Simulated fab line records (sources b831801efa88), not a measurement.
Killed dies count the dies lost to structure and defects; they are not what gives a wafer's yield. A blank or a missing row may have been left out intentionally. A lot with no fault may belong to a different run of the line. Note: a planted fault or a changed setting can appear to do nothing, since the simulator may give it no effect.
fab line records | flow sky130
[record] lots = 11 wafers = 33 last_day = 49
route steps=708 shown CAPM@551 VIA4@650 PASSIVATION@683 PAD_OPEN@708
lots that met no fault: taken from a fault-free run of the same line
start_h: start of the lot's first displayed wafer, in hours after the record's first day | wait_h: hours since the lot's step before | " the same as in the row above | L1.1+2: several wafers, shown together as one row | - value missing, or start not given | * or withheld: withheld | < > ~ a bound
route shown NAME@n: a module of which the file shows steps, and the number in the route of the first | usual: mean and standard deviation over wafers with no fault | same: alike in all rows | chamber/n: place in a boat | sites: the reading at each site | _std_site: the standard deviation of these | _edge_site: outer sites' mean less inner sites' | radius_mm: for every site, how far away it sits from the centre of the wafer | mask NAME#n: copy n | behind: tool/chamber where the wafer was last shaped | hold: why the lot went on hold/how many hours it stayed there/how the hold came to an end | device: which transistor (n, p or np) failed to switch | end of line: the route-end tests of the same wafers | a step given without rows: its recipe and nothing more | killed: at the first sort, the dies lost to defects and structure; wafer yield is something else | map: a wafer's dies, marking killed ones x, the rest . and places with no die _
set.NAME: the setting as run; set.NAME@STEP: as run at that earlier step | model.NAME: the simulator's own value behind a step, which no gauge read
steps of the route over a sample of lots; a table a step, a row a wafer
services: when a tool's chamber went out of use (start_h, in hours from the record's first day, below 0 if earlier), for how many hours, and the reason
[[steps]]
[step SKY_CAPM_STRIP_14]
[recipe] chemistry = O2/N2 power_w = 1400 pressure_mtorr = 1500 platen_temp_c = withheld o2_flow_sccm = 3000 n2_flow_sccm = 300 overash_fraction = 0.5
[usual] chamber_pressure_mTorr = 1499.9/1.3 drypump_motor_current_A = 5.52/0.28 oes_product_au = 0.710/0.0046 strip_time_to_endpoint_s = 12.65/0.042
// columns lot.wafer tool chamber start_h wait_h chamber_pressure_mTorr drypump_motor_current_A oes_product_au rf_hours_counter_h strip_time_to_endpoint_s
L643.2 plasma_asher-01 0 884.24 0.1 1501.3 5.74 0.713 74 12.64
L643.3 " 1 " " 1499.8 5.87 0.711 - 12.66
L643.6 " 1 " " 1497.7 5.87 0.705 - 12.68
L644.1 plasma_asher-02 1 894.51 0.1 1500.7 5.59 0.715 42 12.69
L644.4 " 0 " " 1501.3 5.54 0.709 - 12.72
L644.6 " 0 " " 1500.9 5.54 0.710 - 12.73
L645.2 plasma_asher-04 1 907.75 0.1 1499.5 5.45 0.717 114 12.70
L645.5 " 0 " " 1501.7 4.96 0.704 - 12.66
L645.6 " 1 " " 1498.4 5.43 0.714 - 12.69
L646.1 plasma_asher-02 0 910.60 0.1 1499.5 5.54 0.713 44 12.64
L646.3 " 0 " " 1499.6 5.53 0.710 - 12.64
L646.6 " 1 " " 1498.8 5.57 0.714 - 12.60
L648.1 plasma_asher-02 0 926.34 0.1 1499.3 5.55 0.715 45 12.64
L648.4 " 0 " " 1499.8 5.48 0.705 - 12.67
L648.5 " 0 " " 1500.5 5.51 0.718 - 12.64
L650.1 plasma_asher-01 0 946.20 0.1 1499.6 5.77 0.708 80 12.65
L650.5 " 1 " " 1500.8 5.87 0.705 - 12.70
L650.6 " 0 " " 1498.1 5.77 0.712 - 12.68
L652.1 plasma_asher-02 1 955.20 0.1 1499.3 5.55 0.709 48 12.69
L652.2 " 0 " " 1500.6 5.54 0.714 48 12.69
L652.3 " 1 " " 1499.5 5.54 0.713 - 12.67
L653.1 plasma_asher-01 0 966.76 0.1 1499.9 5.76 0.704 82 12.72
L653.2 " 1 " " 1497.3 5.86 0.707 82 12.64
L653.6 " 1 " " 1501.1 5.87 0.703 - 12.69
L654.3 plasma_asher-02 1 971.48 0.1 1498.1 5.56 0.710 - 12.58
L654.4 " 0 " " 1499.7 5.54 0.708 - 12.61
L654.6 " 1 " " 1500.6 5.56 0.712 - 12.60
L655.2 plasma_asher-02 0 976.20 0.1 1501.1 5.55 0.705 50 12.63
L655.3 " 0 " " 1500.8 5.54 0.713 - 12.67
L655.5 " 0 " " 1497.9 5.53 0.707 - 12.65
L657.1 plasma_asher-02 0 994.00 0.1 1501.5 5.56 0.706 52 12.57
L657.2 " 1 " " 1498.8 5.56 0.704 52 12.60
L657.3 " 0 " " 1499.7 5.55 0.700 - 12.56
[step SKY_VIA4_OVL_MEAS_11]
[usual] VIA4_OVL = -0.7/1.5
// columns lot.wafer tool chamber start_h wait_h VIA4_OVL[nm]
L643.2 overlay-01 - 1012.35 0.1 -1.1
L643.3 " - " " -1.3
L643.6 " - " " -1.2
L644.1 overlay-01 - 1021.77 0.1 1.7
L644.4 " - " " 1.4
L644.6 " - " " 1.1
L645.2 overlay-01 - 1032.53 0.1 -2.0
L645.5 " - " " -2.6
L645.6 " - " " -0.6
L646.1 overlay-01 - 1036.39 0.1 -1.3
L646.3 " - " " -1.9
L646.6 " - " " 0.1
L648.1 overlay-01 - 1049.84 0.1 -1.7
L648.4 " - " " -2.1
L648.5 " - " " -2.0
L650.1 overlay-02 - 1066.89 0.1 -0.7
L650.5 " - " " -1.6
L650.6 " - " " -1.8
L652.1 overlay-02 - 1076.49 0.1 0.8
L652.2 " - " " -2.7
L652.3 " - " " -0.5
L653.1 overlay-01 - 1083.34 0.1 -2.6
L653.2 " - " " -3.1
L653.6 " - " " -2.3
L654.3 overlay-02 - 1090.08 0.1 -0.6
L654.4 " - " " 0.3
L654.6 " - " " -1.7
L655.2 overlay-01 - 1094.73 0.1 -2.0
L655.3 " - " " -0.9
L655.5 " - " " -1.5
L657.1 overlay-01 - 1107.79 0.1 -1.3
L657.2 " - " " -1.7
L657.3 " - " " -1.8
[step SKY_PASSIVATION_CVD_02]
[recipe] material = Si3N4 target_thk_nm = 540 temp_c = 400 time_s = withheld rf_w = 439.2
[usual] heater_power_outer_w = 426/55 heater_power_w = 707/87
// columns lot.wafer tool chamber start_h wait_h heater_power_outer_w heater_power_w
L643.2 pecvd-02 2 1037.66 0.0 416 673
L643.3 " 2 " " 423 705
L643.6 " 0 " " 401 672
L644.1 pecvd-02 2 1046.84 0.1 435 702
L644.4 " 2 " " 333 587
L644.6 " 0 " " 487 787
L645.2 pecvd-03 1 1057.39 0.0 500 738
L645.5 " 2 " " 353 562
L645.6 " 0 " " 391 619
L646.1 pecvd-01 1 1060.43 0.1 484 830
L646.3 " 0 " " 442 778
L646.6 " 0 " " 342 630
L648.1 pecvd-01 2 1074.31 0.1 353 623
L648.4 " 0 " " 411 722
L648.5 " 2 " " 398 656
L650.1 pecvd-03 2 1090.18 0.1 410 646
L650.5 " 2 " " 430 657
L650.6 " 1 " " 514 791
L652.1 pecvd-01 2 1099.68 0.1 405 673
L652.2 " 0 " " 432 748
L652.3 " 1 " " 479 835
L653.1 pecvd-03 1 1106.37 0.1 513 787
L653.2 " 2 " " 451 688
L653.6 " 2 " " 345 562
L654.3 pecvd-01 1 1112.21 0.0 387 745
L654.4 " 1 " " 429 763
L654.6 " 0 " " 378 702
L655.2 pecvd-03 2 1117.27 0.0 458 682
L655.3 " 2 " " 360 566
L655.5 " 1 " " 409 663
L657.1 pecvd-01 0 1130.33 0.1 443 758
L657.2 " 1 " " 445 771
L657.3 " 1 " " 479 839
[step SKY_PASSIVATION_ETCH_11]
[recipe] chemistry = CF4/O2 target_depth_nm = 725 stop_on = AlCu source_w = 800 bias_w = 150 pressure_mtorr = 150 cf4_flow_sccm = 80 O2_flow_sccm = 10 time_s = 161.1
[usual] chamber_pressure_mTorr = 149.98/0.15 drypump_motor_current_A = 5.9/0.46 oes_product_au = 0.975/0.0068 throttle_valve_pct = 5.964/0.0089
// columns lot.wafer tool chamber start_h wait_h chamber_pressure_mTorr drypump_motor_current_A oes_product_au rf_hours_counter_h throttle_valve_pct
L643.2 rie_diel-01 0 1060.00 - 149.89 5.3 0.964 2 5.965
L643.3 " 2 " " 150.13 6.4 0.967 17 5.955
L643.6 " 1 " " 149.80 6.8 0.975 - 5.967
L644.1 rie_diel-01 0 1068.72 - 149.85 5.3 0.968 2 5.963
L644.4 " 3 " " 150.01 5.7 0.975 15 5.973
L644.6 " 1 " " 150.03 6.8 0.973 - 5.955
L645.2 rie_diel-02 1 1078.32 - 149.94 5.8 0.964 7 5.968
L645.5 " 1 " " 149.77 5.8 0.977 - 5.961
L645.6 " 0 " " 150.23 6.2 0.971 - 5.961
L646.1 rie_diel-02 1 1082.04 - 149.96 5.8 0.963 7 5.964
L646.3 " 3 " " 149.81 5.1 0.977 14 5.949
L646.6 " 3 " " 150.10 5.2 0.976 - 5.968
L648.1 rie_diel-01 1 1094.89 - 150.02 6.8 0.979 10 5.962
L648.4 " 2 " " 149.87 6.4 0.981 19 5.965
L648.5 " 2 " " 150.04 6.4 0.985 - 5.952
L650.1 rie_diel-01 0 1110.02 - 150.20 5.4 0.973 4 5.960
L650.5 " 0 " " 150.15 5.4 0.979 - 5.957
L650.6 " 3 " " 149.70 5.7 0.984 - 5.967
L652.1 rie_diel-01 2 1120.45 - 150.01 6.4 0.981 20 5.959
L652.2 " 0 " " 149.95 5.3 0.984 4 5.973
L652.3 " 3 " " 150.00 5.7 0.971 17 5.962
L653.1 rie_diel-03 3 1125.75 - 149.87 5.9 0.969 26 5.973
L653.2 " 1 " " 149.77 6.3 0.971 13 5.966
L653.6 " 2 " " 149.86 5.5 0.969 - 5.955
L654.3 rie_diel-02 3 1131.05 - 150.02 5.2 0.982 16 5.966
L654.4 " 2 " " 149.70 5.9 0.980 3 5.973
L654.6 " 1 " " 149.83 5.8 0.990 - 5.969
L655.2 rie_diel-01 3 1136.29 - 149.96 5.7 0.975 17 5.961
L655.3 " 0 " " 149.82 5.4 0.984 4 5.960
L655.5 " 1 " " 150.09 6.7 0.969 - 5.961
L657.1 rie_diel-01 2 1148.69 - 149.55 6.4 0.972 21 5.976
L657.2 " 1 " " 149.91 6.8 0.973 11 5.962
L657.3 " 0 " " 150.04 5.4 0.992 5 5.976
[step SKY_PAD_OPEN_PROBE_99]
[usual] defect_limited_yield = 82.6/2.1 killed_at_M0_to_M3 = 43/7.3 killed_at_M4_up = 3.1/1.8 killed_at_contacts = 24/5.4 killed_at_front_end = 15/4.1 killed_at_other = 0.2/0.52 killed_dies = 86/10 killed_open = 47/7.3 killed_short = 39/6.4 sort_bin_3_pad_short = 0.8/0.37 sort_bin_5_function = 10.1/1.4 sort_bin_6_memory = 6.4/1.2 sort_n_pass = 406/10 sort_yield_pct = 82.6/2.1
[same] gross_dies = 492 killed_at_back_side = 0 sort_bin_4_leakage[%] = 0 sort_bin_8_speed[%] = 0
// columns lot.wafer tool chamber start_h wait_h defect_limited_yield[%] killed_at_M0_to_M3 killed_at_M4_up killed_at_contacts killed_at_front_end killed_at_other killed_dies killed_open killed_short sort_bin_3_pad_short[%] sort_bin_5_function[%] sort_bin_6_memory[%] sort_n_pass sort_yield_pct[%]
L644.1 prober-02 - 1092.11 0.1 86.6 31 1 20 14 0 66 32 34 0.6 8.9 3.9 426 86.6
L644.4 prober-02 - 1092.26 0.2 83.1 51 3 18 10 1 83 45 38 0.2 10.8 5.9 409 83.1
L644.6 prober-02 - 1092.36 0.2 78.9 59 5 26 14 0 104 59 45 1.4 10.8 8.9 388 78.9
L648.1 prober-02 - 1117.06 0.1 83.1 41 2 30 10 0 83 44 39 1.2 11.0 4.7 409 83.1
L648.4 prober-02 - 1117.21 0.2 80.5 54 3 24 15 0 96 57 39 0.4 11.0 8.1 396 80.5
L648.5 prober-02 - 1117.26 0.2 82.1 50 1 24 13 0 88 45 43 1.2 9.1 7.5 404 82.1
L650.1 prober-02 - 1132.09 0.1 76.4 59 1 33 23 0 116 68 48 0.8 14.8 7.9 376 76.4
L650.5 prober-02 - 1132.29 0.2 84.3 33 2 25 17 0 77 40 37 0.8 8.7 6.1 415 84.3
L650.6 prober-02 - 1132.34 0.2 83.1 33 5 28 16 1 83 39 44 0.6 12.2 4.1 409 83.1
L655.2 prober-01 - 1157.45 0.1 73.8 43 1 38 15 32 129 57 39 2.0 16.3 7.9 363 73.8
L655.3 prober-01 - 1157.50 0.2 75.8 44 3 18 20 34 119 46 39 2.4 14.4 7.3 373 75.8
L655.5 prober-01 - 1157.60 0.2 76.4 42 0 23 14 37 116 45 33 2.0 14.6 6.9 376 76.4
L657.1 prober-01 - 1168.72 0.1 78.3 34 5 17 14 37 107 43 27 1.6 13.4 6.7 385 78.3
L657.2 prober-01 - 1168.77 0.1 85.0 44 1 18 11 0 74 41 33 0.4 8.7 5.9 418 85.0
L657.3 prober-01 - 1168.82 0.2 78.7 31 2 20 13 39 105 33 33 2.0 12.2 7.1 387 78.7
// killed by level:class
L644.1 VIA1:geometric_particle:open=7 VIA1:geometric_particle:short=6 LI_CONTACT:geometric_particle:open=5 LOCAL_INTERCONNECT:geometric_particle:short=5 CONTACT:geometric_particle:open=5 VIA3:geometric_particle:open=5 FIELD_ISO:geometric_particle:open=4 POLY_GATE:geometric_particle:short=4
L644.4 VIA1:geometric_particle:short=11 CONTACT:geometric_particle:open=9 VIA1:geometric_particle:open=9 VIA3:geometric_particle:open=8 METAL1:geometric_particle:open=5 LOCAL_INTERCONNECT:geometric_particle:short=4 METAL3:geometric_particle:short=4 VIA2:geometric_particle:open=4
L644.6 VIA2:geometric_particle:open=13 METAL2:geometric_particle:short=10 VIA1:geometric_particle:open=9 LI_CONTACT:geometric_particle:open=8 LOCAL_INTERCONNECT:geometric_particle:short=6 VIA3:geometric_particle:open=6 POLY_GATE:geometric_particle:open=5 CONTACT:geometric_particle:open=5
L648.1 LI_CONTACT:geometric_particle:open=11 VIA1:geometric_particle:open=9 LI_CONTACT:geometric_particle:short=8 CONTACT:geometric_particle:open=7 METAL3:geometric_particle:short=5 METAL2:geometric_particle:short=5 VIA3:geometric_particle:open=5 VIA2:geometric_particle:short=4
L648.4 VIA1:geometric_particle:open=16 CONTACT:geometric_particle:open=9 VIA3:geometric_particle:open=8 METAL1:geometric_particle:short=8 VIA2:geometric_particle:open=7 LI_CONTACT:geometric_particle:open=6 FIELD_ISO:geometric_particle:short=5 FIELD_ISO:geometric_particle:open=4
L648.5 CONTACT:geometric_particle:open=10 VIA1:geometric_particle:open=10 VIA1:geometric_particle:short=9 VIA3:geometric_particle:open=6 LOCAL_INTERCONNECT:geometric_particle:short=5 VIA2:geometric_particle:open=5 METAL2:geometric_particle:short=5 FIELD_ISO:geometric_particle:short=4
L650.1 CONTACT:geometric_particle:open=17 VIA1:geometric_particle:open=11 VIA3:geometric_particle:open=10 VIA2:geometric_particle:open=8 FIELD_ISO:geometric_particle:short=7 POLY_GATE:geometric_particle:open=6 METAL1:geometric_particle:short=6 METAL2:geometric_particle:short=6
L650.5 VIA3:geometric_particle:open=11 CONTACT:geometric_particle:open=9 FIELD_ISO:geometric_particle:open=7 CONTACT:geometric_particle:short=7 FIELD_ISO:geometric_particle:short=5 LOCAL_INTERCONNECT:geometric_particle:short=5 METAL1:geometric_particle:short=5 VIA1:geometric_particle:short=4
L650.6 LI_CONTACT:geometric_particle:open=8 VIA3:geometric_particle:open=7 POLY_GATE:geometric_particle:short=6 CONTACT:geometric_particle:short=6 FIELD_ISO:geometric_particle:short=5 CONTACT:geometric_particle:open=5 VIA1:geometric_particle:open=5 LOCAL_INTERCONNECT:geometric_particle:short=4
L655.2 CAPM:unspecified=32 CONTACT:geometric_particle:open=18 VIA1:geometric_particle:open=10 LI_CONTACT:geometric_particle:open=9 METAL1:geometric_particle:short=6 VIA1:geometric_particle:short=6 VIA2:geometric_particle:open=6 VIA3:geometric_particle:open=6
L655.3 CAPM:unspecified=34 FIELD_ISO:geometric_particle:open=9 VIA1:geometric_particle:open=9 LOCAL_INTERCONNECT:geometric_particle:short=7 METAL1:geometric_particle:open=6 FIELD_ISO:geometric_particle:short=5 VIA2:geometric_particle:open=5 CONTACT:geometric_particle:open=5
L655.5 CAPM:unspecified=37 VIA3:geometric_particle:open=9 CONTACT:geometric_particle:open=8 VIA1:geometric_particle:open=8 CONTACT:geometric_particle:short=6 VIA2:geometric_particle:open=6 FIELD_ISO:geometric_particle:short=5 LI_CONTACT:geometric_particle:open=5
L657.1 CAPM:unspecified=37 VIA1:geometric_particle:open=7 CONTACT:geometric_particle:open=7 VIA2:geometric_particle:open=6 LI_CONTACT:geometric_particle:open=5 VIA3:geometric_particle:open=5 FIELD_ISO:geometric_particle:open=4 VIA3:geometric_particle:short=4
L657.2 VIA1:geometric_particle:short=8 VIA3:geometric_particle:open=8 CONTACT:geometric_particle:open=7 VIA1:geometric_particle:open=6 VIA2:geometric_particle:open=6 METAL2:geometric_particle:short=5 LI_CONTACT:geometric_particle:open=5 VIA2:geometric_particle:short=4
L657.3 CAPM:unspecified=39 CONTACT:geometric_particle:short=8 VIA1:geometric_particle:open=8 VIA3:geometric_particle:short=6 POLY_GATE:geometric_particle:open=5 LI_CONTACT:geometric_particle:open=5 VIA3:geometric_particle:open=4 FIELD_ISO:geometric_particle:short=3
[[services]]
// columns tool chamber start_h hours kind
plasma_asher-01 - 869.16 1.3 repair
rie_diel-01 - 872.05 2.8 pm
rie_diel-02 3 874.01 7.1 repair
pecvd-01 - 879.62 4.3 pm
pecvd-02 2 898.34 13.4 repair
rie_diel-02 1 903.91 3.6 repair
pecvd-03 - 916.65 5.5 pm
rie_diel-01 0 922.66 16.1 repair
pecvd-01 - 923.00 2.8 pm
pecvd-02 0 952.83 6.2 repair
plasma_asher-01 - 957.83 2.3 repair
pecvd-01 - 978.78 1.4 repair
pecvd-02 - 997.03 0.7 repair
rie_diel-01 1 1033.25 15.8 repair
rie_diel-02 3 1033.67 3.7 repair
pecvd-02 1 1033.99 17.0 repair
pecvd-03 - 1042.15 6.0 pm
plasma_asher-02 - 1048.43 1.0 repair
rie_diel-02 1 1052.61 4.1 repair
plasma_asher-01 - 1060.11 0.4 repair
plasma_asher-02 - 1072.43 6.4 repair
rie_diel-01 0 1077.50 1.8 repair
plasma_asher-01 - 1113.14 9.2 repair
rie_diel-01 1 1116.77 4.9 repair
[[key]]
[first_sign] step = SKY_PAD_OPEN_PROBE_99 reading = killed_at_other direction = up sigmas = 36 usual = 0.2 struck = 35.8
[effect] step = SKY_PAD_OPEN_PROBE_99 reading = sort_bin_3_pad_short direction = up sigmas = 3.2 usual = 0.8 struck = 2.0
met_at SKY_CAPM_STRIP_14
struck_lots L655,L657
struck_wafers L655.2,L655.3,L655.5,L657.1,L657.3
not_acting_at SKY_VIA4_OVL_MEAS_11,SKY_PASSIVATION_CVD_02,SKY_PASSIVATION_ETCH_11
onset_between 971.48 976.20
[fault] kind = chamber_particle_source tool = plasma_asher-02 chamber = 0 onset_h = 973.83 steps = SKY_CAPM_STRIP_14 rate_per_visit_cm2 = 0.50437 end_h = 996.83
